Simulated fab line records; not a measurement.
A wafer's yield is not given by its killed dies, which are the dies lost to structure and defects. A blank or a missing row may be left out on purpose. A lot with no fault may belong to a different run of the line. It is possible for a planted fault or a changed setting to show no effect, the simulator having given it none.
fab line records | flow sky130
record lots=6 | wafers=18 | last_day=50
route steps=708 shown METAL2@490 PAD_OPEN@708
lots that met no fault: taken from a fault-free run of the same line
start_h: the number of hours between the record's first day and the start of the first shown wafer of the lot | wait_h: hours elapsed since this lot's preceding step | " repeats the value in the row above | L1.1+2: several wafers, shown together as one row | - no value, or no start given | * or withheld: withheld | < > ~ a bound
route shown NAME@n: NAME is a module with steps in the file, n the number in the route of the first one | usual: the fault-free wafers' mean and standard deviation | same: alike in all rows | chamber/n: place in a boat | sites: the reading at each site | _std_site: standard deviation of those values | _edge_site: inner sites' mean taken away from outer sites' mean | radius_mm: how far each site lies from the wafer's centre | mask NAME#n: copy n | behind: the most recent tool/chamber to have shaped the wafer | hold: why the lot went on hold/how many hours it stayed there/how the hold came to an end | device: the n, p or np transistor that did not switch | end of line: the same wafers' tests at the end of the route | step lacking rows: just its recipe | killed: at the first sort, the dies lost to defects and structure; wafer yield is something else | map: the dies of a wafer, with x for killed, . for not killed, _ for no die there
set.NAME: the setting as run; set.NAME@STEP: as run at that earlier step | model.NAME: the simulator's own value behind a step, which no gauge read
lots at selected steps of the route; one table per step, one row per wafer
services: the hour from which a tool's chamber was out of use, counted from the record's first day as start_h (under 0 if before that day), plus the number of hours and why
## steps
# step SKY_METAL2_DEHYDRATE_07
# recipe temp_c=200 | time_s=60
# step SKY_METAL2_HMDS_08
# recipe prime_time_s=60 | prime_temp_c=120
# step SKY_METAL2_COAT_09
# recipe resist=BARC | temp_c=withheld | time_s=withheld | spin_rpm=3000 | resist_thk_nm=60
# step SKY_METAL2_COAT_10
# recipe resist=KrF-thick | spin_rpm=3000 | resist_thk_nm=450
# step SKY_METAL2_SOFTBAKE_11
# recipe temp_c=100 | time_s=90 | resist=KrF-thick
# step SKY_METAL2_EXPOSE_12
# recipe mask_id=MM2 | na=0.8 | source_shape=annular | sigma_inner=0.55 | sigma_outer=0.85 | target_cd_nm=140 | dose_mj=28
# step SKY_METAL2_PEB_13
# recipe peb_temp_c=withheld | peb_time_s=withheld | resist=KrF-thick
# step SKY_METAL2_DEVELOP_14
# recipe develop_time_s=60 | resist=KrF-thick | dev_temp_c=21
# step SKY_METAL2_CD_MEAS_15
# recipe target_cd_nm=140
# usual cd_nm=139.7/1.8
lot.wafer | tool      | chamber | start_h | wait_h | cd_nm
L829.2    | cd_sem-02 | -       | 814.03  | -      | 137.9
L829.3    | "         | -       | "       | "      | 140.3
L829.6    | "         | -       | "       | "      | 138.0
L831.1    | cd_sem-02 | -       | 836.57  | -      | 141.8
L831.3    | "         | -       | "       | "      | 140.2
L831.4    | "         | -       | "       | "      | 140.3
L835.1    | cd_sem-01 | -       | 871.30  | -      | 138.5
L835.2    | "         | -       | "       | "      | 137.6
L835.4    | "         | -       | "       | "      | 137.2
L836.3    | cd_sem-02 | -       | 879.75  | -      | 138.1
L836.4    | "         | -       | "       | "      | 140.1
L836.6    | "         | -       | "       | "      | 141.7
L843.1    | cd_sem-02 | -       | 919.56  | -      | 142.1
L843.4    | "         | -       | "       | "      | 141.0
L843.6    | "         | -       | "       | "      | 141.5
L851.1    | cd_sem-01 | -       | 975.85  | -      | 141.1
L851.5    | "         | -       | "       | "      | 138.9
L851.6    | "         | -       | "       | "      | 139.8
# step SKY_METAL2_OVL_MEAS_16
# usual METAL2_OVL=0/4.6
lot.wafer | tool       | chamber | start_h | wait_h | METAL2_OVL[nm]
L829.2    | overlay-01 | -       | 814.14  | 0.1    | -3
L829.3    | "          | -       | "       | "      | 1
L829.6    | "          | -       | "       | "      | 2
L831.1    | overlay-01 | -       | 836.69  | 0.1    | 2
L831.3    | "          | -       | "       | "      | 3
L831.4    | "          | -       | "       | "      | 7
L835.1    | overlay-01 | -       | 871.42  | 0.1    | 1
L835.2    | "          | -       | "       | "      | -2
L835.4    | "          | -       | "       | "      | -2
L836.3    | overlay-01 | -       | 879.84  | 0.1    | 2
L836.4    | "          | -       | "       | "      | 5
L836.6    | "          | -       | "       | "      | 1
L843.1    | overlay-01 | -       | 919.68  | 0.1    | 7
L843.4    | "          | -       | "       | "      | 1
L843.6    | "          | -       | "       | "      | 4
L851.1    | overlay-02 | -       | 975.97  | 0.1    | 5
L851.5    | "          | -       | "       | "      | 6
L851.6    | "          | -       | "       | "      | -1
# step SKY_METAL2_DESCUM_17
# recipe chemistry=O2 | source_power_w=150 | bias_power_w=0 | pressure_mtorr=10 | temp_c=40 | time_s=8
# usual drypump_motor_current_A=5.7/0.44 | oes_product_au=0.996/0.0082
# same time_s=8
lot.wafer | tool         | chamber | start_h | wait_h | drypump_motor_current_A | oes_product_au | rf_hours_counter_h
L829.2    | rie_metal-04 | 1       | 814.17  | 0.0    | 5.7                     | 0.976          | 2
L829.3    | "            | 0       | "       | "      | 5.1                     | 0.988          | -
L829.6    | "            | 1       | "       | "      | 5.7                     | 0.980          | -
L831.1    | rie_metal-04 | 0       | 836.73  | 0.0    | 5.1                     | 0.998          | 8
L831.3    | "            | 1       | "       | "      | 5.7                     | 0.998          | -
L831.4    | "            | 0       | "       | "      | 5.1                     | 0.995          | -
L835.1    | rie_metal-04 | 1       | 871.45  | 0.0    | 5.7                     | 0.984          | 4
L835.2    | "            | 0       | "       | "      | 5.1                     | 0.994          | 9
L835.4    | "            | 1       | "       | "      | 5.7                     | 0.987          | -
L836.3    | rie_metal-04 | 0       | 879.88  | 0.0    | 5.1                     | 0.990          | -
L836.4    | "            | 1       | "       | "      | 5.7                     | 0.996          | -
L836.6    | "            | 0       | "       | "      | 5.1                     | 0.992          | -
L843.1    | rie_metal-02 | 0       | 919.72  | 0.0    | 6.2                     | 0.996          | 11
L843.4    | "            | 1       | "       | "      | 5.8                     | 0.995          | -
L843.6    | "            | 1       | "       | "      | 5.8                     | 1.007          | -
L851.1    | rie_metal-02 | 0       | 976.00  | 0.0    | 6.2                     | 1.010          | 15
L851.5    | "            | 0       | "       | "      | 6.2                     | 0.998          | -
L851.6    | "            | 1       | "       | "      | 5.7                     | 1.000          | -
# step SKY_METAL2_ETCH_18
# recipe chemistry=N2/H2 | target=BARC | ion_energy_ev=200 | bias_w=100 | pressure_mtorr=30 | n2_flow_sccm=100 | h2_flow_sccm=200 | icp_w=500 | stop_on=SiO2 | time_s=45.9 | target_depth_a=600
# usual bias_w=100.0/0.3 | drypump_motor_current_A=5.7/0.44 | h2_flow_sccm=199.9/0.59 | oes_product_au=0.854/0.0045 | throttle_valve_pct=13.225/0.0093
# same time_s=45.9
lot.wafer | tool         | chamber | start_h | wait_h | bias_w | drypump_motor_current_A | h2_flow_sccm | oes_product_au | rf_hours_counter_h | throttle_valve_pct
L829.2    | rie_metal-04 | 1       | 814.20  | 0.0    | 99.8   | 5.7                     | 199.3        | 0.861          | 2                  | 13.225
L829.3    | "            | 0       | "       | "      | 100.1  | 5.1                     | 200.1        | 0.857          | -                  | 13.225
L829.6    | "            | 1       | "       | "      | 100.1  | 5.7                     | 198.9        | 0.847          | -                  | 13.237
L831.1    | rie_metal-04 | 0       | 836.76  | 0.0    | 100.5  | 5.1                     | 199.2        | 0.855          | 8                  | 13.226
L831.3    | "            | 1       | "       | "      | 100.6  | 5.7                     | 200.1        | 0.851          | -                  | 13.239
L831.4    | "            | 0       | "       | "      | 99.4   | 5.1                     | 198.9        | 0.862          | -                  | 13.243
L835.1    | rie_metal-04 | 1       | 871.48  | 0.0    | 99.9   | 5.7                     | 199.5        | 0.851          | 4                  | 13.237
L835.2    | "            | 0       | "       | "      | 100.7  | 5.1                     | 200.2        | 0.858          | 9                  | 13.228
L835.4    | "            | 1       | "       | "      | 99.7   | 5.7                     | 200.1        | 0.853          | -                  | 13.231
L836.3    | rie_metal-04 | 0       | 879.92  | 0.0    | 100.2  | 5.1                     | 200.8        | 0.849          | -                  | 13.226
L836.4    | "            | 1       | "       | "      | 99.8   | 5.7                     | 200.0        | 0.854          | -                  | 13.220
L836.6    | "            | 0       | "       | "      | 99.5   | 5.1                     | 201.1        | 0.861          | -                  | 13.209
L843.1    | rie_metal-02 | 0       | 919.75  | 0.0    | 99.9   | 6.2                     | 199.6        | 0.849          | 11                 | 13.214
L843.4    | "            | 1       | "       | "      | 99.9   | 5.8                     | 200.2        | 0.848          | -                  | 13.216
L843.6    | "            | 1       | "       | "      | 100.0  | 5.7                     | 201.0        | 0.857          | -                  | 13.234
L851.1    | rie_metal-02 | 0       | 976.03  | 0.0    | 100.0  | 6.2                     | 200.4        | 0.851          | 15                 | 13.214
L851.5    | "            | 0       | "       | "      | 99.1   | 6.2                     | 198.9        | 0.853          | -                  | 13.238
L851.6    | "            | 1       | "       | "      | 99.8   | 5.8                     | 199.2        | 0.861          | -                  | 13.225
# step SKY_METAL2_METAL_ETCH_19
# recipe target_depth_a=3600 | stop_on=SiO2 | over_etch_frac=0.3 | time_s=78 | chemistry=Cl2/BCl3 | resist_sidewall_deg=88 | pressure_mtorr=10 | icp_w=900 | bias_w=48.5 | Cl2_flow_sccm=60 | bcl3_flow_sccm=30
# usual bias_w=48.47/0.14 | drypump_motor_current_A=5.7/0.44 | oes_product_au=0.855/0.0056 | throttle_valve_pct=22.264/0.0086
# same time_s=78
lot.wafer | tool         | chamber | start_h | wait_h | bias_w | drypump_motor_current_A | oes_product_au | rf_hours_counter_h | throttle_valve_pct | model.KrF-thick_of_METAL2_COAT_10.thk_nm | model.SiO2_of_VIA1_HDPCVD_00.thk_nm
L829.2    | rie_metal-04 | 1       | 814.26  | 0.0    | 48.39  | 5.7                     | 0.855          | 2                  | 22.267             | 161.8                                    | 331.4
L829.3    | "            | 0       | "       | "      | 48.43  | 5.1                     | 0.852          | -                  | 22.262             | 165                                      | 331.2
L829.6    | "            | 1       | "       | "      | 48.32  | 5.7                     | 0.860          | -                  | 22.254             | 163.4                                    | 331.6
L831.1    | rie_metal-04 | 0       | 836.82  | 0.0    | 48.32  | 5.1                     | 0.862          | 8                  | 22.263             | 160.6                                    | 331.7
L831.3    | "            | 1       | "       | "      | 48.69  | 5.7                     | 0.859          | -                  | 22.272             | 163.5                                    | 331.2
L831.4    | "            | 0       | "       | "      | 48.42  | 5.1                     | 0.861          | -                  | 22.271             | 164.9                                    | 329.8
L835.1    | rie_metal-04 | 1       | 871.55  | 0.0    | 48.72  | 5.7                     | 0.855          | 4                  | 22.267             | 157.7                                    | 332.3
L835.2    | "            | 0       | "       | "      | 59.58  | 5.1                     | 0.853          | 9                  | 22.263             | 137.6                                    | 329.6
L835.4    | "            | 1       | "       | "      | 48.86  | 5.7                     | 0.854          | -                  | 22.259             | 160.8                                    | 331.2
L836.3    | rie_metal-04 | 0       | 879.99  | 0.1    | 59.26  | 5.1                     | 0.849          | -                  | 22.266             | 143.8                                    | 329.2
L836.4    | "            | 1       | "       | "      | 48.31  | 5.7                     | 0.850          | -                  | 22.275             | 164.6                                    | 332.2
L836.6    | "            | 0       | "       | "      | 59.39  | 5.1                     | 0.853          | -                  | 22.265             | 141.7                                    | 329.4
L843.1    | rie_metal-02 | 0       | 919.81  | 0.0    | 48.63  | 6.2                     | 0.858          | 11                 | 22.262             | 154.1                                    | 332.3
L843.4    | "            | 1       | "       | "      | 48.42  | 5.8                     | 0.854          | -                  | 22.256             | 153.8                                    | 331.1
L843.6    | "            | 1       | "       | "      | 48.40  | 5.8                     | 0.854          | -                  | 22.261             | 155.8                                    | 332.3
L851.1    | rie_metal-02 | 0       | 976.10  | 0.0    | 48.60  | 6.2                     | 0.852          | 15                 | 22.267             | 155.9                                    | 329.9
L851.5    | "            | 0       | "       | "      | 48.62  | 6.2                     | 0.855          | -                  | 22.261             | 156.6                                    | 329.3
L851.6    | "            | 1       | "       | "      | 48.56  | 5.8                     | 0.852          | -                  | 22.262             | 157.3                                    | 330.1
# step SKY_METAL2_STRIP_20
# recipe chemistry=O2/N2 | power_w=1400 | pressure_mtorr=1500 | platen_temp_c=withheld | o2_flow_sccm=3000 | n2_flow_sccm=300 | overash_fraction=0.5
# usual drypump_motor_current_A=5.3/0.51 | oes_product_au=0.343/0.0043 | strip_time_to_endpoint_s=2.70/0.038
lot.wafer | tool            | chamber | start_h | wait_h | drypump_motor_current_A | oes_product_au | rf_hours_counter_h | strip_time_to_endpoint_s
L829.2    | plasma_asher-02 | 1       | 814.35  | 0.1    | 5.8                     | 0.347          | 9                  | 2.72
L829.3    | "               | 1       | "       | "      | 5.8                     | 0.350          | -                  | 2.78
L829.6    | "               | 1       | "       | "      | 5.8                     | 0.348          | -                  | 2.75
L831.1    | plasma_asher-01 | 0       | 836.91  | 0.1    | 4.9                     | 0.342          | 37                 | 2.71
L831.3    | "               | 1       | "       | "      | 5.5                     | 0.349          | -                  | 2.73
L831.4    | "               | 0       | "       | "      | 4.9                     | 0.350          | -                  | 2.77
L835.1    | plasma_asher-02 | 0       | 871.64  | 0.1    | 6.2                     | 0.335          | 17                 | 2.68
L835.2    | "               | 1       | "       | "      | 5.8                     | 0.332          | 17                 | 2.46
L835.4    | "               | 0       | "       | "      | 6.2                     | 0.346          | -                  | 2.71
L836.3    | plasma_asher-01 | 0       | 880.09  | 0.1    | 5.0                     | 0.338          | -                  | 2.53
L836.4    | "               | 1       | "       | "      | 5.5                     | 0.346          | -                  | 2.75
L836.6    | "               | 0       | "       | "      | 4.9                     | 0.346          | -                  | 2.50
L843.1    | plasma_asher-03 | 0       | 919.90  | 0.1    | 5.7                     | 0.341          | 81                 | 2.63
L843.4    | "               | 1       | "       | "      | 4.7                     | 0.340          | -                  | 2.64
L843.6    | "               | 1       | "       | "      | 4.7                     | 0.347          | -                  | 2.67
L851.1    | plasma_asher-03 | 1       | 976.19  | 0.1    | 4.7                     | 0.345          | 87                 | 2.67
L851.5    | "               | 0       | "       | "      | 5.7                     | 0.341          | -                  | 2.67
L851.6    | "               | 1       | "       | "      | 4.7                     | 0.343          | -                  | 2.68
# step SKY_METAL2_STRIP_21
# recipe chemistry=post_etch_residue_remover | time_s=1200 | temp_c=72.5
# step SKY_PAD_OPEN_PROBE_99
# usual defect_limited_yield=82.6/1.9 | killed_at_M0_to_M3=43/6.9 | killed_at_M4_up=3.2/2 | killed_at_contacts=25/5.1 | killed_at_front_end=15/4.5 | killed_at_other=0.2/0.51 | killed_dies=85/9.5 | killed_open=48/6.9 | killed_short=38/6.7 | sort_bin_3_pad_short=0.8/0.4 | sort_bin_5_function=10.2/1.6 | sort_bin_6_memory=6.4/1.1 | sort_n_pass=407/9.5 | sort_yield_pct=82.6/1.9
# same gross_dies=492 | killed_at_back_side=0 | sort_bin_4_leakage[%]=0 | sort_bin_8_speed[%]=0
lot.wafer | tool      | chamber | start_h | wait_h | defect_limited_yield[%] | killed_at_M0_to_M3 | killed_at_M4_up | killed_at_contacts | killed_at_front_end | killed_at_other | killed_dies | killed_open | killed_short | sort_bin_3_pad_short[%] | sort_bin_5_function[%] | sort_bin_6_memory[%] | sort_n_pass | sort_yield_pct[%]
L835.1    | prober-02 | -       | 1117.66 | 0.1    | 84.6                    | 39                 | 1               | 17                 | 19                  | 0               | 76          | 44          | 32           | 0.6                     | 10.4                   | 4.5                  | 416         | 84.6
L835.2    | prober-02 | -       | 1117.71 | 0.1    | 81.1                    | 42                 | 9               | 25                 | 16                  | 1               | 93          | 41          | 52           | 0.8                     | 9.8                    | 8.3                  | 399         | 81.1
L835.4    | prober-02 | -       | 1117.81 | 0.2    | 79.9                    | 40                 | 3               | 30                 | 26                  | 0               | 99          | 55          | 44           | 0.8                     | 11.8                   | 7.5                  | 393         | 79.9
# killed by level:class
L835.1 VIA1:geometric_particle:open=8 METAL2:geometric_particle:short=8 LI_CONTACT:geometric_particle:open=6 VIA2:geometric_particle:open=6 CONTACT:geometric_particle:short=5 POLY_GATE:geometric_particle:open=4 VIA3:geometric_particle:open=4 CONTACT:geometric_particle:open=4
L835.2 VIA1:geometric_particle:open=10 CONTACT:geometric_particle:short=8 CONTACT:geometric_particle:open=8 VIA2:geometric_particle:open=6 METAL4:geometric_particle:short=6 VIA1:geometric_particle:short=5 POLY_GATE:geometric_particle:short=5 LI_CONTACT:geometric_particle:open=5
L835.4 FIELD_ISO:geometric_particle:open=15 CONTACT:geometric_particle:open=11 VIA1:geometric_particle:open=9 FIELD_ISO:geometric_particle:short=6 VIA1:geometric_particle:short=6 LI_CONTACT:geometric_particle:open=5 CONTACT:geometric_particle:short=5 VIA3:geometric_particle:open=5
## services
tool            | chamber | start_h | hours | kind
plasma_asher-03 | -       | 790.26  | 19.0  | repair
plasma_asher-02 | -       | 799.38  | 1.9   | repair
rie_metal-04    | 0       | 801.66  | 11.3  | repair
plasma_asher-01 | -       | 804.78  | 1.5   | repair
rie_metal-02    | -       | 824.98  | 2.8   | pm
rie_metal-02    | -       | 831.19  | 0.7   | repair
plasma_asher-02 | -       | 849.75  | 0.4   | repair
plasma_asher-01 | -       | 866.85  | 5.1   | repair
plasma_asher-02 | -       | 888.90  | 4.2   | repair
plasma_asher-01 | -       | 913.97  | 2.1   | repair
plasma_asher-02 | -       | 916.39  | 10.0  | pm
plasma_asher-03 | -       | 964.60  | 3.2   | repair
## key
first_sign step=SKY_METAL2_METAL_ETCH_19 | reading=bias_w | direction=up | sigmas=76 | usual=48.47 | struck=59.41
effect step=SKY_METAL2_STRIP_20 | reading=strip_time_to_endpoint_s | direction=down | sigmas=5.5 | usual=* | struck=*
model_effect step=SKY_METAL2_METAL_ETCH_19 | value=KrF-thick_of_METAL2_COAT_10.thk_nm | without=162.3 | struck=141
met_at SKY_METAL2_METAL_ETCH_19
struck_wafers L835.2,L836.3,L836.6
onset_between 836.82 871.55
fault kind=process_parameter_drift | tool=rie_metal-04 | chamber=0 | onset_h=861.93 | steps=SKY_METAL2_METAL_ETCH_19 | channel=bias_w | offset=10.974 | shape=step | end_h=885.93 | acts_in=these_recipes_only | stated=48.5
